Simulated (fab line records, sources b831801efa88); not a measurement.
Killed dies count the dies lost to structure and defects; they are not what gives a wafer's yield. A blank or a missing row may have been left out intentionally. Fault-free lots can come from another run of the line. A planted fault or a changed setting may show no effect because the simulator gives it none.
Comparing a struck lot with a sound one ; flow sky130 ; 36 steps out of a route of 708
Sound: the wafers L412.1, L412.5, L412.6. Wafers struck: L407.2, L407.5, L407.6. The cause is named last.
Each step with rows lists, per side, the tool, then ch with its chambers, then its first start. Under that, the readings that differ: sound wafers ; struck wafers ; difference of the means ; sigmas: that difference in standard deviations of wafers without a fault.
alike: readings with means less than 2 such deviations apart, plus words and numbers identical on both sides. not compared: withheld readings, readings lacking a value on some wafer, bounds such as >300 that could conceal the same value, and numbers that have no deviation in the record and whose values overlap.
Wherever a step has rows on one side only, a row that says differs or no value, or a row with sigmas, the two part there. Non-overlapping numbers with no deviation appear without sigmas and do not part them. A reading that every wafer of one side lacks parts them only if that side has two wafers or more.

first, 10 steps without rows for these wafers: SKY_VIA2_STRIP_17 (strips in post etch residue remover, time 1200 s); SKY_VIA2_CLEAN_18 (cleans in IPA, time 180 s); SKY_VIA2_CLEAN_19 (cleans in O3/DIW); SKY_VIA2_SPUTTER_20 (material TiN, target thk 20 nm, time 80 s); SKY_VIA2_CVD_21 (deposits W, target thk 420 nm, time 126.4 s); SKY_VIA2_CMP_24 (polishes, stops on SiO2, t overpolish 20 s, target thk 0 nm); SKY_METAL3_SPUTTER_00 (material Ti, target thk 15 nm, time 10 s); SKY_METAL3_SPUTTER_01 (material TiN, target thk 20 nm, time 16.7 s); SKY_METAL3_SPUTTER_02 (material AlCu, target thk 735 nm, time 39.1 s); SKY_METAL3_SPUTTER_03 (material Ti, target thk 5 nm, time 3.3 s).
SKY_METAL3_SPUTTER_04: material TiN, target thk 70 nm, time 58.3 s.
  sound: pvd-sputter-01 at day 43 01:31; struck: pvd-sputter-02 at day 41 22:08
  no value came back on the struck wafers for cathode-dc-power-W (W), chamber-pressure-pa (Pa), throttle-valve-pct (%); on the sound wafers cathode-dc-power-W (W) reads 6499.5 6499.1 6500.9
then, 23 steps without rows for these wafers: SKY_CAPM_CVD_00 (deposits SiO2, target thk 15.5 nm); SKY_CAPM_SPUTTER_02 (material TiN, target thk 200 nm, time 166.7 s); SKY_CAPM_DEHYDRATE_05 (time 60 s); SKY_CAPM_HMDS_06 (prime time 60 s); SKY_CAPM_COAT_07 (resist thk 1140 nm); SKY_CAPM_SOFTBAKE_08 (time 60 s); SKY_CAPM_EXPOSE_09 (exposes mask CAPM, target cd 1000 nm); SKY_CAPM_PEB_10; SKY_CAPM_DEVELOP_11 (develop time 60 s); SKY_CAPM_METAL_ETCH_13 (etches TiN in Cl2/BCl3, stops on SiO2, target depth 220 nm, time 62.9 s); SKY_CAPM_STRIP_14 (strips in O2/N2); SKY_CAPM_STRIP_15 (strips in post etch residue remover, time 1200 s); SKY_CAPM_CLEAN_16 (cleans in IPA, time 180 s); SKY_CAPM_CLEAN_17 (cleans in O3/DIW); SKY_METAL3_DEHYDRATE_05 (time 60 s); SKY_METAL3_HMDS_06 (prime time 60 s); SKY_METAL3_COAT_07 (resist thk 60 nm); SKY_METAL3_COAT_08 (resist thk 1140 nm); SKY_METAL3_SOFTBAKE_09 (time 90 s); SKY_METAL3_EXPOSE_10 (exposes mask MM3, target cd 300 nm); SKY_METAL3_PEB_11; SKY_METAL3_DEVELOP_12 (develop time 60 s); SKY_METAL3_DESCUM_15 (chemistry O2, time 8 s).
SKY_METAL3_METAL_ETCH_18: etches the open film in Cl2/BCl3, stops on SiO2, target depth 845 nm, time 183.1 s.
  sound on rie-metal-04 ch 0,1, day 44 22:31; struck on rie-metal-04 ch 0,1, day 43 20:32
reading;sound;struck;difference;sigmas
oes-product-au (a.u.);0.862 0.863 0.862;0.843 0.828 0.830;-0.029;-4
  alike: bcl3-flow-sccm, chamber-pressure-mTorr, drypump-motor-current-A, throttle-valve-pct
  not compared: rf-hours-counter-h
-- the record jumps here: 6 days lie between the struck wafers' starts before and after (it left off in module METAL3 and takes up again in module PAD_OPEN, whose first step shown is number 708 of the route) --
SKY_PAD_OPEN_PROBE_99:
  sound: prober-02 at day 50 19:28; struck: prober-02 at day 50 00:41
reading;sound;struck;difference;sigmas
model.etest.via3-chain.rc-ohm;9.682 10.09 9.375;16.07 15.52 16.85;+6.43;
model.etest.cap-mim.bv-v (V);13.34 14.29 13.77;9.313 9.742 9.504;-4.280;
model.etest.cap-mim.leak-log10-a-cm2;-9.001 -8.84 -8.839;-7.225 -7.589 -7.451;+1.472;
  alike: defect-limited-yield, killed_at_M0_to_M3, killed_at_M4_up, killed-at-contacts, killed-at-front-end, killed-at-other, killed-dies, killed-open, killed-short, sort_bin_3_pad_short, sort_bin_5_function, sort_bin_6_memory, sort-n-pass, sort-yield-pct

## WHERE THEY PART
Earliest at SKY_METAL3_SPUTTER_04; latest, in this record, at SKY_METAL3_METAL_ETCH_18. Later steps at which nothing parts them and some readings are alike: SKY_PAD_OPEN_PROBE_99.

WHY: what had been put in by the simulator
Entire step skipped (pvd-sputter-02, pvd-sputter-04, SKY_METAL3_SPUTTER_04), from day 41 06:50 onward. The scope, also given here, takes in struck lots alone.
